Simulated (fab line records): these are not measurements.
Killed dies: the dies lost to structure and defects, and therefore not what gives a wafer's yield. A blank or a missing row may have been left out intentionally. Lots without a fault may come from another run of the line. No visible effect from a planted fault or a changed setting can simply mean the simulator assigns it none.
Which tool did it? ; flow sky130 ; 12 lots with 36 wafers sampled at 2 steps, on a route of 708 steps

## WHAT EACH GAUGE READ, for each wafer
SKY_VIA4_THK_MEAS_01.
lot;measured;on;VIA4_HDPCVD_THK (nm)
L440;day 43 11:37;film-metro-02;1745 1755 1767
L439;day 43 13:34;film-metro-03;1741 1730 1751
L442;day 43 14:43;film-metro-02;1749 1744 1757
L443;day 43 14:46;film-metro-02;1734 1753 1756
L441;day 43 15:01;film-metro-02;1761 1770 1796
L454;day 46 06:08;film-metro-03;1747 1768 1752
L452;day 46 10:28;film-metro-02;1771 1778 1771
L457;day 47 04:18;film-metro-03;1735 1727 1746
L460;day 47 12:41;film-metro-03;1749 1767 1776
L459;day 47 13:04;film-metro-01;1760 1762 1752
L461;day 47 15:35;film-metro-01;1747 1780 1761
L458;day 47 15:59;film-metro-03;1723 1757 1744

## TOOL THAT RAN EACH LOT (tool first, then ch and the chambers of the sampled wafers, then the start)
lot;SKY_METAL4_ETCH_17
L440;rie-diel-01 ch 0,3, day 43 10:28
L439;rie-diel-03 ch 1,2,3, day 43 12:36
L442;rie-diel-03 ch 0,1,3, day 43 13:37
L443;rie-diel-01 ch 0,2, day 43 13:40
L441;rie-diel-04 ch 2,3, day 43 13:58
L454;rie-diel-03 ch 0,1,3, day 46 05:10
L452;rie-diel-03 ch 0,3, day 46 09:16
L457;rie-diel-04 ch 0,2,3, day 47 03:07
L460;rie-diel-04 ch 0,2,3, day 47 11:40
L459;rie-diel-01 ch 0,1,2, day 47 12:01
L461;rie-diel-01 ch 0,3, day 47 14:37
L458;rie-diel-04 ch 0,2, day 47 14:58
- SKY_METAL4_ETCH_17: etches SiO2 in C4F8/O2/Ar, stops on TiN, time 3.9 s, target depth 15 nm.

## AS READ BY THE TOOLS THEMSELVES (means over the sampled wafers that have a number; for cases with no such wafer, the mark the record gives instead)
SKY_METAL4_ETCH_17.
lot;tool;oes-product-au (a.u.)
L440;rie-diel-01;0.756
L439;rie-diel-03;0.747
L442;rie-diel-03;0.756
L443;rie-diel-01;0.746
L441;rie-diel-04;0.756
L454;rie-diel-03;0.756
L452;rie-diel-03;0.751
L457;rie-diel-04;0.758
L460;rie-diel-04;0.754
L459;rie-diel-01;0.748
L461;rie-diel-01;0.755
L458;rie-diel-04;0.752

## THE ANSWER, worked out from the rows above alone
Rule: the lots themselves supply what counts as usual. Put in order of their means at a reading, lots are off if they are a third of the lots or fewer, leave a main group of 4 or more, and stand apart from it by a gap of 3 or more times the standard deviation of the main group's means; of several such gaps the widest counts. A main group whose means are all the same, to the digits that the tables above print for the reading, isn't used. Also off: a lot with no number at a reading for which 4 or more lots have one. The other lots that the step has rows for count as sound. Order of review: gauges by route order, followed by the tools' own readings, for which a lot's mean as printed above is used. At the first step where some lot is off, the reading lying furthest off is the one used; lots without a number count as furthest.
No lot is off on any of the readings shown, so nothing can be concluded from this.

## WHAT THE SIMULATOR HAD INSERTED
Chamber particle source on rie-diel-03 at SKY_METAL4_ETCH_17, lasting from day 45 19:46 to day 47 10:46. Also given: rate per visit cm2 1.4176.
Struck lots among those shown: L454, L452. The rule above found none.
